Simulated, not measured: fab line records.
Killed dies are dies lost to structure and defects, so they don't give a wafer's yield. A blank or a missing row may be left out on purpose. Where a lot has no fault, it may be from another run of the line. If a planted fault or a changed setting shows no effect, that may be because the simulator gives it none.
The tool behind it: which one? / flow sky130 / Sampling: 14 lots, 42 wafers, 5 of 708 route steps

## WHAT EACH GAUGE READ, for each wafer
SKY_LDD_HVN_TW_MEAS_10. Usual: LDD_HVN_TW 1430, standard deviation 12.
lot=L208; measured=day 20 01:09; on=filmMetro-03; LDD_HVN_TW=1442 1436 1433; flag=
lot=L210; measured=day 20 18:51; on=filmMetro-02; LDD_HVN_TW=1434 1437 1442; flag=
lot=L212; measured=day 22 01:11; on=filmMetro-01; LDD_HVN_TW=1411 1409 1408; flag=
lot=L214; measured=day 22 14:45; on=filmMetro-01; LDD_HVN_TW=1416 1412 1415; flag=
lot=L215; measured=day 22 22:37; on=filmMetro-02; LDD_HVN_TW=1420 1424 1432; flag=
lot=L220; measured=day 24 21:15; on=filmMetro-03; LDD_HVN_TW=1532 1532 1526; flag=OFF
lot=L223; measured=day 25 12:25; on=filmMetro-01; LDD_HVN_TW=1510 1503 1502; flag=OFF
lot=L225; measured=day 26 05:42; on=filmMetro-03; LDD_HVN_TW=1445 1454 1447; flag=
lot=L226; measured=day 26 21:01; on=filmMetro-01; LDD_HVN_TW=1423 1423 1425; flag=
lot=L227; measured=day 27 21:12; on=filmMetro-01; LDD_HVN_TW=1415 1433 1425; flag=
lot=L230; measured=day 28 06:30; on=filmMetro-02; LDD_HVN_TW=1437 1449 1441; flag=
lot=L229; measured=day 28 08:40; on=filmMetro-03; LDD_HVN_TW=1428 1437 1445; flag=
lot=L228; measured=day 28 08:41; on=filmMetro-02; LDD_HVN_TW=1442 1443 1446; flag=
lot=L231; measured=day 28 13:45; on=filmMetro-03; LDD_HVN_TW=1439 1430 1435; flag=

SKY_LDD_HVP_TW_MEAS_10. Usual: LDD_HVP_TW 450, standard deviation 3.1.
lot=L208; measured=day 21 07:13; on=filmMetro-01; LDD_HVP_TW=451 450 452; flag=
lot=L210; measured=day 22 01:48; on=filmMetro-04; LDD_HVP_TW=446 448 447; flag=
lot=L212; measured=day 23 06:50; on=filmMetro-04; LDD_HVP_TW=452 451 454; flag=
lot=L214; measured=day 23 20:46; on=filmMetro-02; LDD_HVP_TW=455 454 453; flag=
lot=L215; measured=day 24 05:27; on=filmMetro-01; LDD_HVP_TW=450 451 450; flag=
lot=L220; measured=day 26 02:35; on=filmMetro-01; LDD_HVP_TW=451 453 454; flag=
lot=L223; measured=day 26 18:01; on=filmMetro-04; LDD_HVP_TW=452 448 448; flag=
lot=L225; measured=day 27 10:29; on=filmMetro-01; LDD_HVP_TW=452 454 454; flag=
lot=L226; measured=day 28 02:03; on=filmMetro-04; LDD_HVP_TW=450 450 451; flag=
lot=L227; measured=day 29 01:26; on=filmMetro-01; LDD_HVP_TW=458 459 454; flag=
lot=L230; measured=day 29 12:02; on=filmMetro-04; LDD_HVP_TW=448 446 447; flag=
lot=L229; measured=day 29 12:57; on=filmMetro-04; LDD_HVP_TW=449 448 448; flag=
lot=L228; measured=day 29 14:02; on=filmMetro-04; LDD_HVP_TW=448 447 445; flag=
lot=L231; measured=day 29 18:01; on=filmMetro-04; LDD_HVP_TW=447 445 446; flag=

SKY_LDD_LDN_TW_MEAS_13. Usual: LDD_LDN_TW 1472, standard deviation 13.
lot=L208; measured=day 22 13:13; on=filmMetro-03; LDD_LDN_TW=1487 1482 1482; flag=
lot=L210; measured=day 23 09:21; on=filmMetro-04; LDD_LDN_TW=1472 1466 1463; flag=
lot=L212; measured=day 24 14:15; on=filmMetro-01; LDD_LDN_TW=1458 1462 1469; flag=
lot=L214; measured=day 25 03:04; on=filmMetro-01; LDD_LDN_TW=1448 1452 1449; flag=
lot=L215; measured=day 25 11:52; on=filmMetro-03; LDD_LDN_TW=1475 1492 1487; flag=
lot=L220; measured=day 27 07:27; on=filmMetro-01; LDD_LDN_TW=1471 1474 1470; flag=
lot=L223; measured=day 27 23:28; on=filmMetro-03; LDD_LDN_TW=1482 1489 1482; flag=
lot=L225; measured=day 28 15:27; on=filmMetro-01; LDD_LDN_TW=1463 1462 1467; flag=
lot=L226; measured=day 29 07:01; on=filmMetro-03; LDD_LDN_TW=1489 1483 1495; flag=
lot=L227; measured=day 30 05:30; on=filmMetro-04; LDD_LDN_TW=1464 1460 1462; flag=
lot=L230; measured=day 30 15:42; on=filmMetro-04; LDD_LDN_TW=1464 1462 1462; flag=
lot=L229; measured=day 30 16:01; on=filmMetro-01; LDD_LDN_TW=1472 1470 1469; flag=
lot=L228; measured=day 30 18:33; on=filmMetro-03; LDD_LDN_TW=1479 1475 1481; flag=
lot=L231; measured=day 30 21:55; on=filmMetro-04; LDD_LDN_TW=1464 1462 1460; flag=

SKY_SPACER_THK_MEAS_01. Usual: SPACER_CVD_00_THK 43.4 nm, standard deviation 0.42.
lot=L208; measured=day 22 15:08; on=filmMetro-02; SPACER_CVD_00_THK (nm)=43.1 42.5 42.6; flag=
lot=L210; measured=day 23 10:40; on=filmMetro-03; SPACER_CVD_00_THK (nm)=43.2 43.5 43.4; flag=
lot=L212; measured=day 24 15:34; on=filmMetro-04; SPACER_CVD_00_THK (nm)=43.3 43.2 43.3; flag=
lot=L214; measured=day 25 04:33; on=filmMetro-04; SPACER_CVD_00_THK (nm)=43.2 43.2 42.9; flag=
lot=L215; measured=day 25 13:10; on=filmMetro-04; SPACER_CVD_00_THK (nm)=44.2 44.3 44.6; flag=
lot=L220; measured=day 27 08:46; on=filmMetro-03; SPACER_CVD_00_THK (nm)=43.7 43.6 43.9; flag=
lot=L223; measured=day 28 00:46; on=filmMetro-04; SPACER_CVD_00_THK (nm)=42.8 43.0 42.9; flag=
lot=L225; measured=day 28 17:10; on=filmMetro-02; SPACER_CVD_00_THK (nm)=43.3 43.0 43.7; flag=
lot=L226; measured=day 29 08:19; on=filmMetro-03; SPACER_CVD_00_THK (nm)=43.0 42.6 43.0; flag=
lot=L227; measured=day 30 06:53; on=filmMetro-03; SPACER_CVD_00_THK (nm)=43.5 43.0 43.2; flag=
lot=L230; measured=day 30 18:04; on=filmMetro-03; SPACER_CVD_00_THK (nm)=42.8 43.1 42.8; flag=
lot=L229; measured=day 30 18:04; on=filmMetro-02; SPACER_CVD_00_THK (nm)=43.2 43.2 42.8; flag=
lot=L228; measured=day 30 19:52; on=filmMetro-03; SPACER_CVD_00_THK (nm)=43.7 43.1 43.5; flag=
lot=L231; measured=day 30 23:56; on=filmMetro-04; SPACER_CVD_00_THK (nm)=43.3 43.6 43.2; flag=

## WHAT TOOL EACH LOT RAN ON (gives the tool, then ch and the chambers of the sampled wafers, and finally the start)
lot=L208; SKY_LDD_HVN_IMPLANT_08=implanter-01 ch 0, day 20 00:55
lot=L210; SKY_LDD_HVN_IMPLANT_08=implanter-04 ch 0, day 20 18:36
lot=L212; SKY_LDD_HVN_IMPLANT_08=implanter-01 ch 0, day 22 00:56
lot=L214; SKY_LDD_HVN_IMPLANT_08=implanter-01 ch 0, day 22 14:31
lot=L215; SKY_LDD_HVN_IMPLANT_08=implanter-04 ch 0, day 22 22:23
lot=L220; SKY_LDD_HVN_IMPLANT_08=implanter-01 ch 0, day 24 21:00
lot=L223; SKY_LDD_HVN_IMPLANT_08=implanter-01 ch 0, day 25 12:10
lot=L225; SKY_LDD_HVN_IMPLANT_08=implanter-03 ch 0, day 26 05:27
lot=L226; SKY_LDD_HVN_IMPLANT_08=implanter-04 ch 0, day 26 20:46
lot=L227; SKY_LDD_HVN_IMPLANT_08=implanter-04 ch 0, day 27 20:57
lot=L230; SKY_LDD_HVN_IMPLANT_08=implanter-03 ch 0, day 28 06:15
lot=L229; SKY_LDD_HVN_IMPLANT_08=implanter-01 ch 0, day 28 08:26
lot=L228; SKY_LDD_HVN_IMPLANT_08=implanter-03 ch 0, day 28 08:26
lot=L231; SKY_LDD_HVN_IMPLANT_08=implanter-04 ch 0, day 28 13:31
- SKY_LDD_HVN_IMPLANT_08

## AS READ BY THE TOOLS THEMSELVES (means over the sampled wafers that have a number; for cases with no such wafer, the mark the record gives instead)
SKY_LDD_HVN_IMPLANT_08. Usual: beamEnergyKeV 60.001, standard deviation 0.016.
lot=L208 tool=implanter-01 beamEnergyKeV=59.990 flag=
lot=L210 tool=implanter-04 beamEnergyKeV=59.991 flag=
lot=L212 tool=implanter-01 beamEnergyKeV=60.005 flag=
lot=L214 tool=implanter-01 beamEnergyKeV=60.009 flag=
lot=L215 tool=implanter-04 beamEnergyKeV=60.011 flag=
lot=L220 tool=implanter-01 beamEnergyKeV=77.279 flag=OFF
lot=L223 tool=implanter-01 beamEnergyKeV=77.274 flag=OFF
lot=L225 tool=implanter-03 beamEnergyKeV=60.027 flag=
lot=L226 tool=implanter-04 beamEnergyKeV=60.018 flag=
lot=L227 tool=implanter-04 beamEnergyKeV=59.994 flag=
lot=L230 tool=implanter-03 beamEnergyKeV=60.008 flag=
lot=L229 tool=implanter-01 beamEnergyKeV=59.996 flag=
lot=L228 tool=implanter-03 beamEnergyKeV=60.002 flag=
lot=L231 tool=implanter-04 beamEnergyKeV=60.006 flag=

## THE ANSWER, worked out from the rows above alone
Rule: lot off if the mean of its wafers having a number is beyond 3 standard deviations from the usual mean. A lot without any number at a reading at which 4 lots or more have one is off too. Where the step has rows for the other lots, those lots are counted as sound. The gauges are gone through in route order, then the tools' own readings, and for those a lot's mean is taken as printed above. At the first step where some lot is off, the reading lying furthest off is the one used; lots without a number count as furthest.
Off: L220, L223, at SKY_LDD_HVN_TW_MEAS_10 (LDD_HVN_TW).
If a tool, at a process step before that reading, ran all the lots that are off and no sound lot after the first of them, it fits. Not tried: the gauges at SKY_LDD_HVN_TW_MEAS_10; whatever is off there is also off at SKY_LDD_HVN_IMPLANT_08, on other tools, and gauge error can't account for it. Of those tried, none fits.

## WHAT WAS PUT IN BY THE SIMULATOR
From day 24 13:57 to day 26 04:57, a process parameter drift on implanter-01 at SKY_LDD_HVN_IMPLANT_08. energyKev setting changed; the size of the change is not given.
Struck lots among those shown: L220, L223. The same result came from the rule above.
